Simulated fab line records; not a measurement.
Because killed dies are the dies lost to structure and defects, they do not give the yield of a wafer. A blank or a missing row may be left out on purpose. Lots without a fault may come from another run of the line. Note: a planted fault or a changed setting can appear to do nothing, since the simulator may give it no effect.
A single fault, viewed from 2 desks || flow sky130 || each desk holds nothing but its own numbers, with what lay behind them at the end

== DESK OF THE TOOL OWNER: rie_metal-01 ==
The tool's own readings at SKY_METAL2_ETCH_18 (etches BARC in N2/H2, stops on SiO2, time 45.9 s, target depth 60 nm): means of the sampled wafers that have a number, for each lot that ran on this tool. The brackets show how far a lot's mean lies from the usual mean; more than 4 standard deviations puts the lot out of limits, marked OUT.
Columns: A = drypump_motor_current_A at SKY_METAL2_ETCH_18, usual 5.7 A; B = oes_product_au at SKY_METAL2_ETCH_18, usual 0.854 a.u.; C = rf_fwd_power_W at SKY_METAL2_ETCH_18, usual 494.8 W; D = throttle_valve_pct at SKY_METAL2_ETCH_18, usual 13.225 %
{"lot": "L678", "first seen here": "day 35 18:43", "A": 5.3, "B": 0.859, "C": 497.0, "D": 13.229}
{"lot": "L685", "first seen here": "day 38 03:38", "A": 5.2, "B": 0.857, "C": 493.7, "D": 13.219}
{"lot": "L694", "first seen here": "day 40 10:47", "A": 5.2, "B": 0.852, "C": "414.7 (-30) OUT", "D": 13.219}
{"lot": "L695", "first seen here": "day 40 16:25", "A": 5.3, "B": 0.848, "C": "417.4 (-29) OUT", "D": 13.231}
This desk's verdict: out of limits on L694, L695, starting with L694 at day 40 10:47 (rf_fwd_power_W at SKY_METAL2_ETCH_18). L678, L685: within limits.

== THE METROLOGY DESK ==
Lot by lot, what the gauges showed, no matter which tool ran the lot: averages of those sampled wafers that carry a number. The brackets show how far a lot's mean lies from the usual mean; more than 4 standard deviations puts the lot out of limits, marked OUT.
Columns: A = METAL2_ALCU_THK at SKY_METAL2_THK_MEAS_06, usual 253 nm; B = cd_nm at SKY_METAL2_CD_MEAS_15, usual 139.4 nm; C = METAL2_OVL at SKY_METAL2_OVL_MEAS_16, usual -2 nm
{"lot": "L678", "first seen here": "day 34 15:47", "A": 257, "B": 138.6, "C": -1}
{"lot": "L685", "first seen here": "day 37 01:55", "A": 254, "B": 138.0, "C": -0}
{"lot": "L694", "first seen here": "day 39 10:32", "A": 250, "B": 141.9, "C": -4}
{"lot": "L695", "first seen here": "day 39 15:57", "A": 253, "B": 139.4, "C": -1}
{"lot": "L697", "first seen here": "day 40 02:35", "A": 251, "B": 137.7, "C": -1}
{"lot": "L698", "first seen here": "day 40 14:54", "A": 254, "B": 138.5, "C": -9}
This desk's finding: nothing out of limits on any of the 6 lots.

== TAKEN TOGETHER ==
The tool owner's desk had the chance to raise an alarm at day 40 10:47 on L694, L695.
The metrology desk saw nothing out of limits.
The metrology desk holds a record of L694, L695, inside its limits.
The lots listed all ran SKY_METAL2_ETCH_18 on rie_metal-01.

== WHAT THE SIMULATOR PUT IN ==
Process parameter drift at SKY_METAL2_ETCH_18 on rie_metal-01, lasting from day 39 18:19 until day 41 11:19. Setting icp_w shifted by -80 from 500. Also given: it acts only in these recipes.
Shown lots that were struck: L694, L695.
How many hours passed from the start of the fault until each desk's first out-of-limits reading: the tool owner's desk, 16.
